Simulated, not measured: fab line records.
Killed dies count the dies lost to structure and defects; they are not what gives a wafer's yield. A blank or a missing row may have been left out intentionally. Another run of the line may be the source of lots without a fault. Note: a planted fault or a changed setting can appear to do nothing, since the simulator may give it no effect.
Which tool did it? || flow gf180mcu || 24 lots, 72 wafers sampled, at 6 steps of a route of 602

## WHAT THE GAUGES SHOWED, per wafer
GF_M3_THK_MEAS_06: measures by xrf.
{"lot": "L074", "measured": "day 20 11:05", "on": "film metro-03", "M3_ALCU_THK (nm)": "439 453 440"}
{"lot": "L075", "measured": "day 20 16:34", "on": "film metro-03", "M3_ALCU_THK (nm)": "454 456 447"}
{"lot": "L076", "measured": "day 20 21:49", "on": "film metro-03", "M3_ALCU_THK (nm)": "463 455 461"}
{"lot": "L077", "measured": "day 21 06:42", "on": "film metro-02", "M3_ALCU_THK (nm)": "448 455 451"}
{"lot": "L078", "measured": "day 21 10:03", "on": "film metro-03", "M3_ALCU_THK (nm)": "443 440 446"}
{"lot": "L079", "measured": "day 22 02:15", "on": "film metro-03", "M3_ALCU_THK (nm)": "456 453 441"}
{"lot": "L080", "measured": "day 22 14:10", "on": "film metro-04", "M3_ALCU_THK (nm)": "452 450 455"}
{"lot": "L081", "measured": "day 23 04:20", "on": "film metro-03", "M3_ALCU_THK (nm)": "448 448 445"}
{"lot": "L082", "measured": "day 23 15:50", "on": "film metro-03", "M3_ALCU_THK (nm)": "448 452 454"}
{"lot": "L083", "measured": "day 23 21:06", "on": "film metro-04", "M3_ALCU_THK (nm)": "457 453 450"}
{"lot": "L084", "measured": "day 24 06:08", "on": "film metro-04", "M3_ALCU_THK (nm)": "440 455 438"}
{"lot": "L085", "measured": "day 24 18:47", "on": "film metro-02", "M3_ALCU_THK (nm)": "457 460 467"}
{"lot": "L086", "measured": "day 25 02:10", "on": "film metro-02", "M3_ALCU_THK (nm)": "454 452 451"}
{"lot": "L087", "measured": "day 25 15:31", "on": "film metro-03", "M3_ALCU_THK (nm)": "452 458 446"}
{"lot": "L088", "measured": "day 25 20:33", "on": "film metro-02", "M3_ALCU_THK (nm)": "453 454 456"}
{"lot": "L090", "measured": "day 26 01:21", "on": "film metro-02", "M3_ALCU_THK (nm)": "461 449 459"}
{"lot": "L091", "measured": "day 26 10:08", "on": "film metro-04", "M3_ALCU_THK (nm)": "455 445 451"}
{"lot": "L089", "measured": "day 26 11:43", "on": "film metro-02", "M3_ALCU_THK (nm)": "463 457 465"}
{"lot": "L092", "measured": "day 26 17:30", "on": "film metro-04", "M3_ALCU_THK (nm)": "452 450 458"}
{"lot": "L093", "measured": "day 27 02:25", "on": "film metro-02", "M3_ALCU_THK (nm)": "452 444 455"}
{"lot": "L094", "measured": "day 27 07:05", "on": "film metro-04", "M3_ALCU_THK (nm)": "451 467 451"}
{"lot": "L095", "measured": "day 27 08:26", "on": "film metro-03", "M3_ALCU_THK (nm)": "440 446 446"}
{"lot": "L096", "measured": "day 27 18:42", "on": "film metro-04", "M3_ALCU_THK (nm)": "452 453 457"}
{"lot": "L097", "measured": "day 28 06:58", "on": "film metro-02", "M3_ALCU_THK (nm)": "456 466 461"}

GF_V3_BOW_MEAS_05.
{"lot": "L074", "measured": "day 21 12:23", "on": "film metro-01", "V3_BOW (um)": "114 107 112"}
{"lot": "L075", "measured": "day 21 17:11", "on": "film metro-04", "V3_BOW (um)": "131 111 125"}
{"lot": "L076", "measured": "day 21 22:25", "on": "film metro-01", "V3_BOW (um)": "113 117 110"}
{"lot": "L077", "measured": "day 22 07:38", "on": "film metro-01", "V3_BOW (um)": "115 123 110"}
{"lot": "L078", "measured": "day 22 10:42", "on": "film metro-01", "V3_BOW (um)": "109 102 95"}
{"lot": "L079", "measured": "day 23 02:34", "on": "film metro-01", "V3_BOW (um)": "109 112 114"}
{"lot": "L080", "measured": "day 23 14:31", "on": "film metro-04", "V3_BOW (um)": "125 125 116"}
{"lot": "L081", "measured": "day 24 03:36", "on": "film metro-04", "V3_BOW (um)": "127 123 122"}
{"lot": "L082", "measured": "day 24 14:42", "on": "film metro-04", "V3_BOW (um)": "116 116 122"}
{"lot": "L083", "measured": "day 24 20:04", "on": "film metro-04", "V3_BOW (um)": "115 116 115"}
{"lot": "L084", "measured": "day 25 04:52", "on": "film metro-01", "V3_BOW (um)": "126 113 118"}
{"lot": "L085", "measured": "day 25 17:20", "on": "film metro-01", "V3_BOW (um)": "123 113 120"}
{"lot": "L086", "measured": "day 26 00:00", "on": "film metro-03", "V3_BOW (um)": "106 105 116"}
{"lot": "L087", "measured": "day 26 13:49", "on": "film metro-04", "V3_BOW (um)": "114 110 120"}
{"lot": "L088", "measured": "day 26 18:34", "on": "film metro-01", "V3_BOW (um)": "108 109 116"}
{"lot": "L090", "measured": "day 26 23:13", "on": "film metro-04", "V3_BOW (um)": "117 105 110"}
{"lot": "L091", "measured": "day 27 07:50", "on": "film metro-04", "V3_BOW (um)": "119 118 121"}
{"lot": "L089", "measured": "day 27 09:50", "on": "film metro-01", "V3_BOW (um)": "116 115 125"}
{"lot": "L092", "measured": "day 27 15:19", "on": "film metro-04", "V3_BOW (um)": "129 124 122"}
{"lot": "L093", "measured": "day 27 23:31", "on": "film metro-03", "V3_BOW (um)": "115 112 109"}
{"lot": "L094", "measured": "day 28 03:47", "on": "film metro-01", "V3_BOW (um)": "125 111 122"}
{"lot": "L095", "measured": "day 28 05:15", "on": "film metro-03", "V3_BOW (um)": "120 126 123"}
{"lot": "L096", "measured": "day 28 15:19", "on": "film metro-03", "V3_BOW (um)": "125 103 115"}
{"lot": "L097", "measured": "day 29 03:17", "on": "film metro-01", "V3_BOW (um)": "129 135 134"}

## TOOL THAT RAN EACH LOT (tool first, then ch and the chambers of the sampled wafers, then the start)
{"lot": "L074", "GF_M1_SPUTTER_04": "pvd sputter-02, day 16 06:44", "GF_M2_STRIP_17": "plasma asher-03 ch 0,1, day 19 07:25", "GF_V2_STRIP_18": "plasma asher-02 ch 0,1, day 20 09:31", "GF_M3_SPUTTER_04": "pvd sputter-04, day 20 10:54"}
{"lot": "L075", "GF_M1_SPUTTER_04": "pvd sputter-04, day 16 10:44", "GF_M2_STRIP_17": "plasma asher-02 ch 0,1, day 19 12:52", "GF_V2_STRIP_18": "plasma asher-04 ch 0,1, day 20 14:59", "GF_M3_SPUTTER_04": "pvd sputter-02, day 20 16:24"}
{"lot": "L076", "GF_M1_SPUTTER_04": "pvd sputter-01, day 16 16:08", "GF_M2_STRIP_17": "plasma asher-03 ch 0,1, day 19 17:52", "GF_V2_STRIP_18": "plasma asher-04 ch 0,1, day 20 20:02", "GF_M3_SPUTTER_04": "pvd sputter-02, day 20 21:40"}
{"lot": "L077", "GF_M1_SPUTTER_04": "pvd sputter-01, day 17 01:05", "GF_M2_STRIP_17": "plasma asher-03 ch 0,1, day 20 03:34", "GF_V2_STRIP_18": "plasma asher-02 ch 0, day 21 04:56", "GF_M3_SPUTTER_04": "pvd sputter-02, day 21 06:32"}
{"lot": "L078", "GF_M1_SPUTTER_04": "pvd sputter-02, day 17 03:38", "GF_M2_STRIP_17": "plasma asher-03 ch 0,1, day 20 06:58", "GF_V2_STRIP_18": "plasma asher-01 ch 0,1, day 21 08:23", "GF_M3_SPUTTER_04": "pvd sputter-02, day 21 09:53"}
{"lot": "L079", "GF_M1_SPUTTER_04": "pvd sputter-01, day 17 20:44", "GF_M2_STRIP_17": "plasma asher-03 ch 0,1, day 20 23:11", "GF_V2_STRIP_18": "plasma asher-01 ch 0,1, day 22 00:41", "GF_M3_SPUTTER_04": "pvd sputter-04, day 22 02:05"}
{"lot": "L080", "GF_M1_SPUTTER_04": "pvd sputter-02, day 18 08:38", "GF_M2_STRIP_17": "plasma asher-02 ch 0,1, day 21 11:45", "GF_V2_STRIP_18": "plasma asher-04 ch 0,1, day 22 12:35", "GF_M3_SPUTTER_04": "pvd sputter-02, day 22 13:59"}
{"lot": "L081", "GF_M1_SPUTTER_04": "pvd sputter-02, day 18 22:09", "GF_M2_STRIP_17": "plasma asher-03 ch 0,1, day 22 01:43", "GF_V2_STRIP_18": "plasma asher-01 ch 0,1, day 23 02:32", "GF_M3_SPUTTER_04": "pvd sputter-02, day 23 04:07"}
{"lot": "L082", "GF_M1_SPUTTER_04": "pvd sputter-02, day 19 11:53", "GF_M2_STRIP_17": "plasma asher-02 ch 0,1, day 22 14:02", "GF_V2_STRIP_18": "plasma asher-04 ch 0,1, day 23 14:14", "GF_M3_SPUTTER_04": "pvd sputter-02, day 23 15:40"}
{"lot": "L083", "GF_M1_SPUTTER_04": "pvd sputter-01, day 19 16:17", "GF_M2_STRIP_17": "plasma asher-03 ch 0,1, day 22 19:29", "GF_V2_STRIP_18": "plasma asher-01 ch 0,1, day 23 19:32", "GF_M3_SPUTTER_04": "pvd sputter-02, day 23 20:56"}
{"lot": "L084", "GF_M1_SPUTTER_04": "pvd sputter-02, day 20 03:41", "GF_M2_STRIP_17": "plasma asher-03 ch 0,1, day 23 04:59", "GF_V2_STRIP_18": "plasma asher-02 ch 1, day 24 04:32", "GF_M3_SPUTTER_04": "pvd sputter-04, day 24 05:58"}
{"lot": "L085", "GF_M1_SPUTTER_04": "pvd sputter-01, day 20 16:29", "GF_M2_STRIP_17": "plasma asher-02 ch 0,1, day 23 17:41", "GF_V2_STRIP_18": "plasma asher-04 ch 0,1, day 24 17:11", "GF_M3_SPUTTER_04": "pvd sputter-04, day 24 18:38"}
{"lot": "L086", "GF_M1_SPUTTER_04": "pvd sputter-01, day 21 00:43", "GF_M2_STRIP_17": "plasma asher-02 ch 0,1, day 24 01:37", "GF_V2_STRIP_18": "plasma asher-01 ch 0,1, day 25 00:35", "GF_M3_SPUTTER_04": "pvd sputter-02, day 25 01:59"}
{"lot": "L087", "GF_M1_SPUTTER_04": "pvd sputter-02, day 21 15:46", "GF_M2_STRIP_17": "plasma asher-03 ch 0,1, day 24 14:58", "GF_V2_STRIP_18": "plasma asher-01 ch 0,1, day 25 13:56", "GF_M3_SPUTTER_04": "pvd sputter-04, day 25 15:21"}
{"lot": "L088", "GF_M1_SPUTTER_04": "pvd sputter-02, day 21 21:53", "GF_M2_STRIP_17": "plasma asher-03 ch 0, day 24 20:47", "GF_V2_STRIP_18": "plasma asher-02 ch 0, day 25 18:59", "GF_M3_SPUTTER_04": "pvd sputter-02, day 25 20:23"}
{"lot": "L090", "GF_M1_SPUTTER_04": "pvd sputter-02, day 22 03:14", "GF_M2_STRIP_17": "plasma asher-02 ch 0,1, day 25 01:22", "GF_V2_STRIP_18": "plasma asher-01 ch 0,1, day 25 23:47", "GF_M3_SPUTTER_04": "pvd sputter-04, day 26 01:11"}
{"lot": "L091", "GF_M1_SPUTTER_04": "pvd sputter-02, day 22 12:20", "GF_M2_STRIP_17": "plasma asher-03 ch 0,1, day 25 09:37", "GF_V2_STRIP_18": "plasma asher-02 ch 0,1, day 26 08:32", "GF_M3_SPUTTER_04": "pvd sputter-04, day 26 09:58"}
{"lot": "L089", "GF_M1_SPUTTER_04": "pvd sputter-04, day 22 12:39", "GF_M2_STRIP_17": "plasma asher-03 ch 0,1, day 25 11:55", "GF_V2_STRIP_18": "plasma asher-02 ch 0,1, day 26 10:08", "GF_M3_SPUTTER_04": "pvd sputter-01, day 26 11:33"}
{"lot": "L092", "GF_M1_SPUTTER_04": "pvd sputter-02, day 22 22:12", "GF_M2_STRIP_17": "plasma asher-02 ch 0,1, day 25 18:08", "GF_V2_STRIP_18": "plasma asher-04 ch 0,1, day 26 15:56", "GF_M3_SPUTTER_04": "pvd sputter-04, day 26 17:20"}
{"lot": "L093", "GF_M1_SPUTTER_04": "pvd sputter-04, day 23 06:18", "GF_M2_STRIP_17": "plasma asher-04 ch 1, day 26 02:31", "GF_V2_STRIP_18": "plasma asher-04 ch 1, day 27 00:50", "GF_M3_SPUTTER_04": "pvd sputter-02, day 27 02:16"}
{"lot": "L094", "GF_M1_SPUTTER_04": "pvd sputter-04, day 23 11:41", "GF_M2_STRIP_17": "plasma asher-03 ch 0,1, day 26 07:13", "GF_V2_STRIP_18": "plasma asher-01 ch 0,1, day 27 05:11", "GF_M3_SPUTTER_04": "pvd sputter-04, day 27 06:56"}
{"lot": "L095", "GF_M1_SPUTTER_04": "pvd sputter-02, day 23 14:08", "GF_M2_STRIP_17": "plasma asher-03 ch 0,1, day 26 08:10", "GF_V2_STRIP_18": "plasma asher-04 ch 0,1, day 27 06:26", "GF_M3_SPUTTER_04": "pvd sputter-02, day 27 08:17"}
{"lot": "L096", "GF_M1_SPUTTER_04": "pvd sputter-02, day 24 02:12", "GF_M2_STRIP_17": "plasma asher-02 ch 0,1, day 26 19:23", "GF_V2_STRIP_18": "plasma asher-01 ch 1, day 27 17:02", "GF_M3_SPUTTER_04": "pvd sputter-02, day 27 18:32"}
{"lot": "L097", "GF_M1_SPUTTER_04": "pvd sputter-04, day 24 14:09", "GF_M2_STRIP_17": "plasma asher-02 ch 0,1, day 27 08:08", "GF_V2_STRIP_18": "plasma asher-04 ch 0,1, day 28 05:23", "GF_M3_SPUTTER_04": "pvd sputter-01, day 28 06:48"}
- GF_M1_SPUTTER_04: material TiN, target thk 50 nm, time 41.7 s.
- GF_M2_STRIP_17: strips in O2/N2.
- GF_V2_STRIP_18: strips in O2/N2.
- GF_M3_SPUTTER_04: material TiN, target thk 50 nm, time 40.21 s.

## AS READ BY THE TOOLS THEMSELVES (means over the sampled wafers that have a number; for cases with no such wafer, the mark the record gives instead)
GF_M1_SPUTTER_04.
{"lot": "L074", "tool": "pvd sputter-02", "chamber pressure pa (Pa)": 0.4004, "throttle valve pct (%)": 30.5}
{"lot": "L075", "tool": "pvd sputter-04", "chamber pressure pa (Pa)": 0.4004, "throttle valve pct (%)": 31.7}
{"lot": "L076", "tool": "pvd sputter-01", "chamber pressure pa (Pa)": 0.3999, "throttle valve pct (%)": 29.8}
{"lot": "L077", "tool": "pvd sputter-01", "chamber pressure pa (Pa)": 0.3993, "throttle valve pct (%)": 28.9}
{"lot": "L078", "tool": "pvd sputter-02", "chamber pressure pa (Pa)": 0.4007, "throttle valve pct (%)": 30.7}
{"lot": "L079", "tool": "pvd sputter-01", "chamber pressure pa (Pa)": 0.4003, "throttle valve pct (%)": 29.8}
{"lot": "L080", "tool": "pvd sputter-02", "chamber pressure pa (Pa)": 0.3998, "throttle valve pct (%)": 30.7}
{"lot": "L081", "tool": "pvd sputter-02", "chamber pressure pa (Pa)": 0.3998, "throttle valve pct (%)": 31.0}
{"lot": "L082", "tool": "pvd sputter-02", "chamber pressure pa (Pa)": 0.3996, "throttle valve pct (%)": 30.7}
{"lot": "L083", "tool": "pvd sputter-01", "chamber pressure pa (Pa)": 0.3999, "throttle valve pct (%)": 29.3}
{"lot": "L084", "tool": "pvd sputter-02", "chamber pressure pa (Pa)": 0.4000, "throttle valve pct (%)": 30.8}
{"lot": "L085", "tool": "pvd sputter-01", "chamber pressure pa (Pa)": 0.3997, "throttle valve pct (%)": 29.8}
{"lot": "L086", "tool": "pvd sputter-01", "chamber pressure pa (Pa)": 0.3998, "throttle valve pct (%)": 29.7}
{"lot": "L087", "tool": "pvd sputter-02", "chamber pressure pa (Pa)": 0.3998, "throttle valve pct (%)": 30.6}
{"lot": "L088", "tool": "pvd sputter-02", "chamber pressure pa (Pa)": 0.4006, "throttle valve pct (%)": 30.7}
{"lot": "L090", "tool": "pvd sputter-02", "chamber pressure pa (Pa)": 0.3995, "throttle valve pct (%)": 30.7}
{"lot": "L091", "tool": "pvd sputter-02", "chamber pressure pa (Pa)": 0.3999, "throttle valve pct (%)": 30.6}
{"lot": "L089", "tool": "pvd sputter-04", "chamber pressure pa (Pa)": 0.3995, "throttle valve pct (%)": 31.1}
{"lot": "L092", "tool": "pvd sputter-02", "chamber pressure pa (Pa)": 0.4002, "throttle valve pct (%)": 30.8}
{"lot": "L093", "tool": "pvd sputter-04", "chamber pressure pa (Pa)": 0.4006, "throttle valve pct (%)": 30.9}
{"lot": "L094", "tool": "pvd sputter-04", "chamber pressure pa (Pa)": 0.3996, "throttle valve pct (%)": 31.0}
{"lot": "L095", "tool": "pvd sputter-02", "chamber pressure pa (Pa)": 0.3999, "throttle valve pct (%)": 30.7}
{"lot": "L096", "tool": "pvd sputter-02", "chamber pressure pa (Pa)": 0.4011, "throttle valve pct (%)": 30.5}
{"lot": "L097", "tool": "pvd sputter-04", "chamber pressure pa (Pa)": 0.3993, "throttle valve pct (%)": 31.3}

GF_M2_STRIP_17.
{"lot": "L074", "tool": "plasma asher-03", "drypump motor current A (A)": 5.0, "heater power w (W)": 313, "n2 flow sccm (sccm)": 299.5, "oes product au (a.u.)": 0.553, "strip time to endpoint s (s)": 7.85}
{"lot": "L075", "tool": "plasma asher-02", "drypump motor current A (A)": 5.4, "heater power w (W)": 349, "n2 flow sccm (sccm)": 300.9, "oes product au (a.u.)": 0.553, "strip time to endpoint s (s)": 7.84}
{"lot": "L076", "tool": "plasma asher-03", "drypump motor current A (A)": 4.8, "heater power w (W)": 314, "n2 flow sccm (sccm)": 300.3, "oes product au (a.u.)": 0.558, "strip time to endpoint s (s)": 7.88}
{"lot": "L077", "tool": "plasma asher-03", "drypump motor current A (A)": 4.8, "heater power w (W)": 311, "n2 flow sccm (sccm)": 300.6, "oes product au (a.u.)": 0.553, "strip time to endpoint s (s)": 7.79}
{"lot": "L078", "tool": "plasma asher-03", "drypump motor current A (A)": 5.0, "heater power w (W)": 315, "n2 flow sccm (sccm)": 300.7, "oes product au (a.u.)": 0.560, "strip time to endpoint s (s)": 7.92}
{"lot": "L079", "tool": "plasma asher-03", "drypump motor current A (A)": 4.8, "heater power w (W)": 316, "n2 flow sccm (sccm)": 299.5, "oes product au (a.u.)": 0.561, "strip time to endpoint s (s)": 7.88}
{"lot": "L080", "tool": "plasma asher-02", "drypump motor current A (A)": 5.5, "heater power w (W)": 349, "n2 flow sccm (sccm)": 300.6, "oes product au (a.u.)": 0.557, "strip time to endpoint s (s)": 7.81}
{"lot": "L081", "tool": "plasma asher-03", "drypump motor current A (A)": 4.9, "heater power w (W)": 314, "n2 flow sccm (sccm)": 299.5, "oes product au (a.u.)": 0.552, "strip time to endpoint s (s)": 7.85}
{"lot": "L082", "tool": "plasma asher-02", "drypump motor current A (A)": 5.7, "heater power w (W)": 331, "n2 flow sccm (sccm)": 300.1, "oes product au (a.u.)": 0.554, "strip time to endpoint s (s)": 7.85}
{"lot": "L083", "tool": "plasma asher-03", "drypump motor current A (A)": 5.0, "heater power w (W)": 317, "n2 flow sccm (sccm)": 299.0, "oes product au (a.u.)": 0.561, "strip time to endpoint s (s)": 7.86}
{"lot": "L084", "tool": "plasma asher-03", "drypump motor current A (A)": 5.0, "heater power w (W)": 310, "n2 flow sccm (sccm)": 299.9, "oes product au (a.u.)": 0.557, "strip time to endpoint s (s)": 7.84}
{"lot": "L085", "tool": "plasma asher-02", "drypump motor current A (A)": 5.7, "heater power w (W)": 332, "n2 flow sccm (sccm)": 299.6, "oes product au (a.u.)": 0.556, "strip time to endpoint s (s)": 7.87}
{"lot": "L086", "tool": "plasma asher-02", "drypump motor current A (A)": 5.5, "heater power w (W)": 351, "n2 flow sccm (sccm)": 299.2, "oes product au (a.u.)": 0.559, "strip time to endpoint s (s)": 7.85}
{"lot": "L087", "tool": "plasma asher-03", "drypump motor current A (A)": 5.0, "heater power w (W)": 310, "n2 flow sccm (sccm)": 298.5, "oes product au (a.u.)": 0.556, "strip time to endpoint s (s)": 7.82}
{"lot": "L088", "tool": "plasma asher-03", "drypump motor current A (A)": 4.6, "heater power w (W)": 313, "n2 flow sccm (sccm)": 299.6, "oes product au (a.u.)": 0.562, "strip time to endpoint s (s)": 7.87}
{"lot": "L090", "tool": "plasma asher-02", "drypump motor current A (A)": 5.5, "heater power w (W)": 350, "n2 flow sccm (sccm)": 300.7, "oes product au (a.u.)": 0.559, "strip time to endpoint s (s)": 7.84}
{"lot": "L091", "tool": "plasma asher-03", "drypump motor current A (A)": 4.9, "heater power w (W)": 313, "n2 flow sccm (sccm)": 300.4, "oes product au (a.u.)": 0.554, "strip time to endpoint s (s)": 7.85}
{"lot": "L089", "tool": "plasma asher-03", "drypump motor current A (A)": 5.0, "heater power w (W)": 313, "n2 flow sccm (sccm)": 300.1, "oes product au (a.u.)": 0.562, "strip time to endpoint s (s)": 7.84}
{"lot": "L092", "tool": "plasma asher-02", "drypump motor current A (A)": 5.4, "heater power w (W)": 352, "n2 flow sccm (sccm)": 300.4, "oes product au (a.u.)": 0.559, "strip time to endpoint s (s)": 7.88}
{"lot": "L093", "tool": "plasma asher-04", "drypump motor current A (A)": 6.0, "heater power w (W)": 303, "n2 flow sccm (sccm)": 299.1, "oes product au (a.u.)": 0.557, "strip time to endpoint s (s)": 7.88}
{"lot": "L094", "tool": "plasma asher-03", "drypump motor current A (A)": 4.9, "heater power w (W)": 316, "n2 flow sccm (sccm)": 300.1, "oes product au (a.u.)": 0.554, "strip time to endpoint s (s)": 7.80}
{"lot": "L095", "tool": "plasma asher-03", "drypump motor current A (A)": 5.0, "heater power w (W)": 313, "n2 flow sccm (sccm)": 300.3, "oes product au (a.u.)": 0.557, "strip time to endpoint s (s)": 7.89}
{"lot": "L096", "tool": "plasma asher-02", "drypump motor current A (A)": 5.8, "heater power w (W)": 333, "n2 flow sccm (sccm)": 299.9, "oes product au (a.u.)": 0.559, "strip time to endpoint s (s)": 7.85}
{"lot": "L097", "tool": "plasma asher-02", "drypump motor current A (A)": 5.5, "heater power w (W)": 347, "n2 flow sccm (sccm)": 300.6, "oes product au (a.u.)": 0.556, "strip time to endpoint s (s)": 7.83}

GF_V2_STRIP_18.
{"lot": "L074", "tool": "plasma asher-02", "drypump motor current A (A)": 5.5, "heater power w (W)": 349, "n2 flow sccm (sccm)": 300.8, "oes product au (a.u.)": 0.595}
{"lot": "L075", "tool": "plasma asher-04", "drypump motor current A (A)": 5.4, "heater power w (W)": 324, "n2 flow sccm (sccm)": 299.7, "oes product au (a.u.)": 0.593}
{"lot": "L076", "tool": "plasma asher-04", "drypump motor current A (A)": 5.4, "heater power w (W)": 321, "n2 flow sccm (sccm)": 300.0, "oes product au (a.u.)": 0.594}
{"lot": "L077", "tool": "plasma asher-02", "drypump motor current A (A)": 5.2, "heater power w (W)": 363, "n2 flow sccm (sccm)": 301.9, "oes product au (a.u.)": 0.594}
{"lot": "L078", "tool": "plasma asher-01", "drypump motor current A (A)": 5.8, "heater power w (W)": 343, "n2 flow sccm (sccm)": 299.4, "oes product au (a.u.)": 0.593}
{"lot": "L079", "tool": "plasma asher-01", "drypump motor current A (A)": 5.9, "heater power w (W)": 346, "n2 flow sccm (sccm)": 299.3, "oes product au (a.u.)": 0.591}
{"lot": "L080", "tool": "plasma asher-04", "drypump motor current A (A)": 5.7, "heater power w (W)": 314, "n2 flow sccm (sccm)": 299.5, "oes product au (a.u.)": 0.589}
{"lot": "L081", "tool": "plasma asher-01", "drypump motor current A (A)": 5.8, "heater power w (W)": 347, "n2 flow sccm (sccm)": 300.4, "oes product au (a.u.)": 0.595}
{"lot": "L082", "tool": "plasma asher-04", "drypump motor current A (A)": 5.7, "heater power w (W)": 317, "n2 flow sccm (sccm)": 299.3, "oes product au (a.u.)": 0.592}
{"lot": "L083", "tool": "plasma asher-01", "drypump motor current A (A)": 5.9, "heater power w (W)": 349, "n2 flow sccm (sccm)": 299.7, "oes product au (a.u.)": 0.590}
{"lot": "L084", "tool": "plasma asher-02", "drypump motor current A (A)": 6.0, "heater power w (W)": 314, "n2 flow sccm (sccm)": 299.9, "oes product au (a.u.)": 0.589}
{"lot": "L085", "tool": "plasma asher-04", "drypump motor current A (A)": 5.7, "heater power w (W)": 315, "n2 flow sccm (sccm)": 300.4, "oes product au (a.u.)": 0.594}
{"lot": "L086", "tool": "plasma asher-01", "drypump motor current A (A)": 5.9, "heater power w (W)": 345, "n2 flow sccm (sccm)": 299.5, "oes product au (a.u.)": 0.590}
{"lot": "L087", "tool": "plasma asher-01", "drypump motor current A (A)": 5.9, "heater power w (W)": 345, "n2 flow sccm (sccm)": 300.2, "oes product au (a.u.)": 0.599}
{"lot": "L088", "tool": "plasma asher-02", "drypump motor current A (A)": 5.2, "heater power w (W)": 368, "n2 flow sccm (sccm)": 300.3, "oes product au (a.u.)": 0.597}
{"lot": "L090", "tool": "plasma asher-01", "drypump motor current A (A)": 5.8, "heater power w (W)": 345, "n2 flow sccm (sccm)": 300.0, "oes product au (a.u.)": 0.594}
{"lot": "L091", "tool": "plasma asher-02", "drypump motor current A (A)": 5.7, "heater power w (W)": 331, "n2 flow sccm (sccm)": 300.5, "oes product au (a.u.)": 0.591}
{"lot": "L089", "tool": "plasma asher-02", "drypump motor current A (A)": 5.7, "heater power w (W)": 335, "n2 flow sccm (sccm)": 300.1, "oes product au (a.u.)": 0.596}
{"lot": "L092", "tool": "plasma asher-04", "drypump motor current A (A)": 5.7, "heater power w (W)": 313, "n2 flow sccm (sccm)": 299.8, "oes product au (a.u.)": 0.594}
{"lot": "L093", "tool": "plasma asher-04", "drypump motor current A (A)": 6.0, "heater power w (W)": 303, "n2 flow sccm (sccm)": 300.5, "oes product au (a.u.)": 0.592}
{"lot": "L094", "tool": "plasma asher-01", "drypump motor current A (A)": 5.8, "heater power w (W)": 348, "n2 flow sccm (sccm)": 299.6, "oes product au (a.u.)": 0.599}
{"lot": "L095", "tool": "plasma asher-04", "drypump motor current A (A)": 5.3, "heater power w (W)": 330, "n2 flow sccm (sccm)": 300.8, "oes product au (a.u.)": 0.595}
{"lot": "L096", "tool": "plasma asher-01", "drypump motor current A (A)": 6.1, "heater power w (W)": 356, "n2 flow sccm (sccm)": 300.7, "oes product au (a.u.)": 0.591}
{"lot": "L097", "tool": "plasma asher-04", "drypump motor current A (A)": 5.3, "heater power w (W)": 325, "n2 flow sccm (sccm)": 300.9, "oes product au (a.u.)": 0.595}

GF_M3_SPUTTER_04.
{"lot": "L074", "tool": "pvd sputter-04", "chamber pressure pa (Pa)": 0.4008, "throttle valve pct (%)": 31.2}
{"lot": "L075", "tool": "pvd sputter-02", "chamber pressure pa (Pa)": 0.4000, "throttle valve pct (%)": 30.7}
{"lot": "L076", "tool": "pvd sputter-02", "chamber pressure pa (Pa)": 0.4007, "throttle valve pct (%)": 30.6}
{"lot": "L077", "tool": "pvd sputter-02", "chamber pressure pa (Pa)": 0.4000, "throttle valve pct (%)": 30.8}
{"lot": "L078", "tool": "pvd sputter-02", "chamber pressure pa (Pa)": 0.4001, "throttle valve pct (%)": 30.7}
{"lot": "L079", "tool": "pvd sputter-04", "chamber pressure pa (Pa)": 0.3998, "throttle valve pct (%)": 29.9}
{"lot": "L080", "tool": "pvd sputter-02", "chamber pressure pa (Pa)": 0.3992, "throttle valve pct (%)": 30.8}
{"lot": "L081", "tool": "pvd sputter-02", "chamber pressure pa (Pa)": 0.3998, "throttle valve pct (%)": 30.8}
{"lot": "L082", "tool": "pvd sputter-02", "chamber pressure pa (Pa)": 0.3994, "throttle valve pct (%)": 30.8}
{"lot": "L083", "tool": "pvd sputter-02", "chamber pressure pa (Pa)": 0.3993, "throttle valve pct (%)": 30.8}
{"lot": "L084", "tool": "pvd sputter-04", "chamber pressure pa (Pa)": 0.3994, "throttle valve pct (%)": 29.9}
{"lot": "L085", "tool": "pvd sputter-04", "chamber pressure pa (Pa)": 0.3993, "throttle valve pct (%)": 30.6}
{"lot": "L086", "tool": "pvd sputter-02", "chamber pressure pa (Pa)": 0.4002, "throttle valve pct (%)": 30.4}
{"lot": "L087", "tool": "pvd sputter-04", "chamber pressure pa (Pa)": 0.3998, "throttle valve pct (%)": 30.6}
{"lot": "L088", "tool": "pvd sputter-02", "chamber pressure pa (Pa)": 0.4010, "throttle valve pct (%)": 30.5}
{"lot": "L090", "tool": "pvd sputter-04", "chamber pressure pa (Pa)": 0.4003, "throttle valve pct (%)": 31.7}
{"lot": "L091", "tool": "pvd sputter-04", "chamber pressure pa (Pa)": 0.4000, "throttle valve pct (%)": 30.4}
{"lot": "L089", "tool": "pvd sputter-01", "chamber pressure pa (Pa)": 0.4000, "throttle valve pct (%)": 29.2}
{"lot": "L092", "tool": "pvd sputter-04", "chamber pressure pa (Pa)": 0.4006, "throttle valve pct (%)": 30.5}
{"lot": "L093", "tool": "pvd sputter-02", "chamber pressure pa (Pa)": 0.4007, "throttle valve pct (%)": 30.6}
{"lot": "L094", "tool": "pvd sputter-04", "chamber pressure pa (Pa)": 0.4016, "throttle valve pct (%)": 31.2}
{"lot": "L095", "tool": "pvd sputter-02", "chamber pressure pa (Pa)": 0.3994, "throttle valve pct (%)": 30.8}
{"lot": "L096", "tool": "pvd sputter-02", "chamber pressure pa (Pa)": 0.3998, "throttle valve pct (%)": 30.5}
{"lot": "L097", "tool": "pvd sputter-01", "chamber pressure pa (Pa)": 0.4006, "throttle valve pct (%)": 29.1}

## THE ANSWER, worked out from the rows above alone
Rule: what is usual is taken from the lots themselves. The widest of any qualifying gaps counts: lots, ordered by their means at a reading, are off when they make up no more than a third of the lots, leave a main group of 4 or more, and stand apart from it by 3 or more times the standard deviation of that group's means. Not used: any main group whose means are identical at the precision the tables above print for the reading. Also off: a lot with no number at a reading for which 4 or more lots have one. Any other lot the step has rows for is counted as sound. The gauges are gone through in route order, then the tools' own readings, and for those a lot's mean is taken as printed above. At the first step where some lot is off, the reading lying furthest off is the one used; lots without a number count as furthest.
No lot is off at any reading shown: from this, nothing can be told.

## WHAT THE SIMULATOR HAD PUT IN
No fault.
